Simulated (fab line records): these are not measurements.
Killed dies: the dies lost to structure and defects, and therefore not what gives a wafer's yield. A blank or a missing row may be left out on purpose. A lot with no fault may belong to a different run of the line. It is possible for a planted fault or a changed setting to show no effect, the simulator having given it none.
What tool caused it?    flow sky130    10 lots, 30 wafers sampled, at 7 steps of a route of 708

WHAT THE GAUGES READ, wafer by wafer
No reading from a measuring or inspecting step in the record can be judged against a usual standard deviation.

WHAT TOOL EACH LOT RAN ON (gives the tool, then ch and the chambers of the sampled wafers, and finally the start)
lot   SKY_METAL1_ETCH_18                 SKY_VIA1_CVD_21                SKY_METAL2_COAT_09                 SKY_METAL2_ETCH_18                 SKY_METAL2_METAL_ETCH_19           SKY_METAL2_STRIP_20                   SKY_PAD_OPEN_PROBE_99
L407  rie-metal-04 ch 0,1, day 33 07:46  cvd-w-01 ch 0,1, day 34 12:34  litho-track-01 ch 0, day 35 01:58  rie-metal-04 ch 0,1, day 35 16:04  rie-metal-04 ch 0,1, day 35 16:07  plasma-asher-03 ch 0,1, day 35 16:13  prober-01, day 46 05:20
L411  rie-metal-03 ch 0,1, day 34 13:39  cvd-w-02 ch 1, day 35 18:20    litho-track-04 ch 0, day 36 07:34  rie-metal-01 ch 0,1, day 36 21:30  rie-metal-01 ch 0,1, day 36 21:34  plasma-asher-04 ch 0,1, day 36 21:39  prober-01, day 47 04:16
L410  rie-metal-03 ch 0,1, day 34 16:07  cvd-w-02 ch 1, day 35 21:06    litho-track-01 ch 0, day 36 09:46  rie-metal-02 ch 0,1, day 36 23:26  rie-metal-02 ch 0,1, day 36 23:30  plasma-asher-04 ch 0,1, day 36 23:36  prober-01, day 47 07:14
L412  rie-metal-03 ch 0,1, day 35 01:39  cvd-w-02 ch 0,1, day 36 05:40  litho-track-01 ch 0, day 36 19:52  rie-metal-02 ch 1, day 37 09:08    rie-metal-02 ch 1, day 37 09:16    plasma-asher-03 ch 0,1, day 37 09:27  prober-02, day 47 16:37
L413  rie-metal-02 ch 0, day 35 06:59    cvd-w-02 ch 0,1, day 36 11:01  litho-track-02 ch 0, day 37 00:49  rie-metal-02 ch 1, day 37 14:08    rie-metal-02 ch 1, day 37 14:15    plasma-asher-03 ch 0,1, day 37 14:26  prober-01, day 47 18:17
L415  rie-metal-04 ch 0,1, day 35 19:00  cvd-w-01 ch 0,1, day 36 23:28  litho-track-02 ch 0, day 37 12:25  rie-metal-04 ch 0, day 38 02:37    rie-metal-04 ch 0, day 38 02:40    plasma-asher-02 ch 0,1, day 38 02:46  prober-02, day 48 03:31
L418  rie-metal-04 ch 0,1, day 36 22:12  cvd-w-01 ch 0,1, day 38 02:12  litho-track-02 ch 0, day 38 14:46  rie-metal-02 ch 0,1, day 39 04:39  rie-metal-02 ch 0,1, day 39 04:43  plasma-asher-04 ch 0,1, day 39 04:48  prober-01, day 48 21:40
L419  rie-metal-02 ch 0, day 37 02:13    cvd-w-01 ch 0,1, day 38 07:31  litho-track-02 ch 0, day 38 20:13  rie-metal-04 ch 0,1, day 39 09:45  rie-metal-04 ch 0,1, day 39 09:49  plasma-asher-02 ch 0,1, day 39 09:54  prober-02, day 49 03:56
L422  rie-metal-03 ch 0,1, day 38 00:00  cvd-w-01 ch 0,1, day 39 04:13  litho-track-02 ch 0, day 39 16:25  rie-metal-04 ch 0,1, day 40 05:49  rie-metal-04 ch 0,1, day 40 05:53  plasma-asher-02 ch 0,1, day 40 05:58  prober-01, day 49 15:55
L429  rie-metal-03 ch 0,1, day 40 06:35  cvd-w-02 ch 0,1, day 41 09:23  litho-track-01 ch 0, day 41 21:18  rie-metal-02 ch 1, day 42 10:25    rie-metal-02 ch 1, day 42 10:33    plasma-asher-02 ch 0,1, day 42 10:42  prober-02, day 51 03:02
- SKY_METAL1_ETCH_18: etches BARC in N2/H2, stops on SiO2, time 45.9 s, target depth 60 nm.
- SKY_VIA1_CVD_21: deposits W, target thk 270 nm, time 80.902 s.
- SKY_METAL2_COAT_09: resist thk 60 nm.
- SKY_METAL2_ETCH_18: etches BARC in N2/H2, stops on SiO2, time 45.9 s, target depth 60 nm.
- SKY_METAL2_METAL_ETCH_19: etches the open film in Cl2/BCl3, stops on SiO2, target depth 360 nm, time 78 s.
- SKY_METAL2_STRIP_20: strips in O2/N2.
- SKY_PAD_OPEN_PROBE_99

WHAT THE TOOLS THEMSELVES READ (means of the sampled wafers that have a number; where no wafer has one, the mark that the record gives instead)
SKY_METAL1_ETCH_18. Usual: drypump-motor-current-A 5.3 A, standard deviation 0.39; oes-product-au 0.855 a.u., standard deviation 0.005; throttle-valve-pct 13.224 %, standard deviation 0.0087.
lot   tool          drypump-motor-current-A (A)  oes-product-au (a.u.)  throttle-valve-pct (%)  flag
L407  rie-metal-04  4.8                          0.854                  13.226                  
L411  rie-metal-03  5.5                          0.856                  13.222                  
L410  rie-metal-03  5.5                          0.859                  13.220                  
L412  rie-metal-03  5.5                          0.855                  13.226                  
L413  rie-metal-02  5.3                          0.858                  13.223                  
L415  rie-metal-04  4.7                          0.856                  13.229                  
L418  rie-metal-04  4.8                          0.851                  13.220                  
L419  rie-metal-02  5.3                          0.858                  13.214                  
L422  rie-metal-03  5.5                          0.853                  13.229                  
L429  rie-metal-03  5.5                          0.854                  13.223                  

SKY_VIA1_CVD_21. Usual: heater-power-w at 841 W, with a standard deviation of 79.
lot   tool      heater-power-w (W)  flag
L407  cvd-w-01  764                 
L411  cvd-w-02  951                 
L410  cvd-w-02  946                 
L412  cvd-w-02  924                 
L413  cvd-w-02  936                 
L415  cvd-w-01  766                 
L418  cvd-w-01  775                 
L419  cvd-w-01  787                 
L422  cvd-w-01  766                 
L429  cvd-w-02  849                 

SKY_METAL2_COAT_09. Usual: dispense-pressure-kPa 51 kPa, standard deviation 5.4; exhaust-pa 45.1 Pa, standard deviation 0.87; spin-speed-rpm 3000.3 rpm, standard deviation 2.
lot   tool            dispense-pressure-kPa (kPa)  exhaust-pa (Pa)  spin-speed-rpm (rpm)  flag
L407  litho-track-01  43                           44.4             3002.2                
L411  litho-track-04  51                           46.5             3000.8                
L410  litho-track-01  43                           45.9             2999.8                
L412  litho-track-01  43                           44.2             3001.7                
L413  litho-track-02  56                           45.4             2998.6                
L415  litho-track-02  56                           44.4             3000.8                
L418  litho-track-02  56                           44.2             2074.0                OFF
L419  litho-track-02  56                           44.9             2079.5                OFF
L422  litho-track-02  56                           45.3             2078.5                OFF
L429  litho-track-01  43                           44.4             2998.9                

SKY_METAL2_ETCH_18. Usual: drypump-motor-current-A 5.3 A, standard deviation 0.5; oes-product-au 0.854 a.u., standard deviation 0.0052; throttle-valve-pct 13.223 %, standard deviation 0.0099.
lot   tool          drypump-motor-current-A (A)  oes-product-au (a.u.)  throttle-valve-pct (%)  flag
L407  rie-metal-04  4.9                          0.852                  13.226                  
L411  rie-metal-01  5.6                          0.858                  13.227                  
L410  rie-metal-02  5.5                          0.857                  13.226                  
L412  rie-metal-02  5.9                          0.855                  13.221                  
L413  rie-metal-02  5.9                          0.851                  13.220                  
L415  rie-metal-04  4.9                          0.847                  13.222                  
L418  rie-metal-02  5.7                          0.953                  13.235                  OFF
L419  rie-metal-04  4.8                          0.955                  13.229                  OFF
L422  rie-metal-04  4.8                          0.945                  13.235                  OFF
L429  rie-metal-02  5.9                          0.853                  13.226                  

SKY_METAL2_METAL_ETCH_19. Usual: drypump-motor-current-A 5.3 A, standard deviation 0.5; mfc-cl2-sccm 60.02 sccm, standard deviation 0.21; oes-product-au 0.854 a.u., standard deviation 0.0056; throttle-valve-pct 22.265 %, standard deviation 0.0081.
lot   tool          drypump-motor-current-A (A)  mfc-cl2-sccm (sccm)  oes-product-au (a.u.)  throttle-valve-pct (%)  flag
L407  rie-metal-04  4.8                          60.23                0.853                  22.263                  
L411  rie-metal-01  5.6                          59.94                0.852                  22.267                  
L410  rie-metal-02  5.5                          60.09                0.859                  22.269                  
L412  rie-metal-02  5.9                          60.21                0.856                  22.265                  
L413  rie-metal-02  5.9                          60.05                0.859                  22.265                  
L415  rie-metal-04  4.9                          59.91                0.848                  22.267                  
L418  rie-metal-02  5.7                          60.10                0.849                  22.266                  
L419  rie-metal-04  4.8                          60.07                0.853                  22.263                  
L422  rie-metal-04  4.8                          60.17                0.846                  22.265                  
L429  rie-metal-02  5.9                          60.07                0.851                  22.266                  

SKY_METAL2_STRIP_20. Usual: drypump-motor-current-A 5.6 A, standard deviation 0.51; oes-product-au 0.343 a.u., standard deviation 0.0049; strip-time-to-endpoint-s 2.68 s, standard deviation 0.034.
lot   tool             drypump-motor-current-A (A)  oes-product-au (a.u.)  strip-time-to-endpoint-s (s)  flag
L407  plasma-asher-03  5.4                          0.345                  2.69                          
L411  plasma-asher-04  5.1                          0.343                  2.64                          
L410  plasma-asher-04  5.5                          0.344                  2.66                          
L412  plasma-asher-03  5.4                          0.341                  2.64                          
L413  plasma-asher-03  5.4                          0.339                  2.64                          
L415  plasma-asher-02  5.8                          0.342                  2.73                          
L418  plasma-asher-04  5.1                          0.346                  2.82                          OFF
L419  plasma-asher-02  5.9                          0.350                  2.85                          OFF
L422  plasma-asher-02  5.8                          0.351                  2.83                          OFF
L429  plasma-asher-02  6.1                          0.346                  2.66                          

SKY_PAD_OPEN_PROBE_99. Usual: defect-limited-yield 83.0 %, standard deviation 2; killed_at_M0_to_M3 43, standard deviation 7.1; killed_at_M4_up 3.1, standard deviation 1.7; killed-at-contacts 23, standard deviation 5.1; killed-at-front-end 14, standard deviation 4.4; killed-at-other 0.3, standard deviation 0.47; killed-dies 84, standard deviation 9.9; killed-open 45, standard deviation 6.6; killed-short 38, standard deviation 6.8; sort_bin_3_pad_short 0.8 %, standard deviation 0.4; sort_bin_5_function 10.1 %, standard deviation 1.4; sort_bin_6_memory 6.1 %, standard deviation 1.2; sort-n-pass 408, standard deviation 9.9; sort-yield-pct 83.0 %, standard deviation 2.
lot   tool       defect-limited-yield (%)  killed_at_M0_to_M3  killed_at_M4_up  killed-at-contacts  killed-at-front-end  killed-at-other  killed-dies  killed-open  killed-short  sort_bin_3_pad_short (%)  sort_bin_5_function (%)  sort_bin_6_memory (%)  sort-n-pass  sort-yield-pct (%)  flag
L407  prober-01  83.1                      43                  3.3              22                  15                   0.3              83           50           34            1.3                       9.4                      6.2                    409          83.1                
L411  prober-01  83.8                      41                  4.3              25                  10                   0.0              80           36           44            1.1                       8.0                      7.0                    412          83.8                
L410  prober-01  82.1                      46                  3.3              22                  16                   0.3              88           48           40            0.7                       10.0                     7.2                    404          82.1                
L412  prober-02  82.1                      42                  3.3              25                  18                   0.3              88           45           43            0.8                       10.5                     6.6                    404          82.1                
L413  prober-01  85.4                      38                  2.0              19                  13                   0.0              72           41           31            0.4                       8.8                      5.4                    420          85.4                
L415  prober-02  84.5                      34                  2.7              26                  13                   0.7              76           40           37            0.4                       9.6                      5.6                    416          84.5                
L418  prober-01  82.5                      52                  3.7              22                  8                    0.7              86           45           41            0.5                       10.1                     6.8                    406          82.5                
L419  prober-02  83.2                      40                  1.7              26                  15                   0.3              83           44           38            0.8                       9.6                      6.4                    409          83.2                
L422  prober-01  80.8                      51                  4.0              25                  15                   0.3              95           48           46            0.7                       11.2                     7.3                    397          80.8                
L429  prober-02  84.1                      38                  3.7              26                  10                   0.3              78           38           40            1.2                       9.4                      5.2                    414          84.1                

THE ANSWER, worked out from the rows above alone
Rule: lot off if the mean of its wafers having a number is beyond 3 standard deviations from the usual mean. A lot without any number at a reading at which 4 lots or more have one is off too. All remaining lots with rows at the step are treated as sound. First the gauges in route order, then the tools' own readings, where a lot's mean is used as printed above. The first step at which some lot is off is used, and at that step the reading that is off furthest; a lot without a number counts as furthest.
Off, at SKY_METAL2_COAT_09 on spin-speed-rpm: L418, L419, L422.
If a tool, at that step or one of the process steps before it, ran each lot that is off and ran no sound lot following the first of them, it fits. This does not decide it: 2 tools fit, namely cvd-w-01 at SKY_VIA1_CVD_21 and litho-track-02 at SKY_METAL2_COAT_09.

WHAT THE SIMULATOR PUT IN
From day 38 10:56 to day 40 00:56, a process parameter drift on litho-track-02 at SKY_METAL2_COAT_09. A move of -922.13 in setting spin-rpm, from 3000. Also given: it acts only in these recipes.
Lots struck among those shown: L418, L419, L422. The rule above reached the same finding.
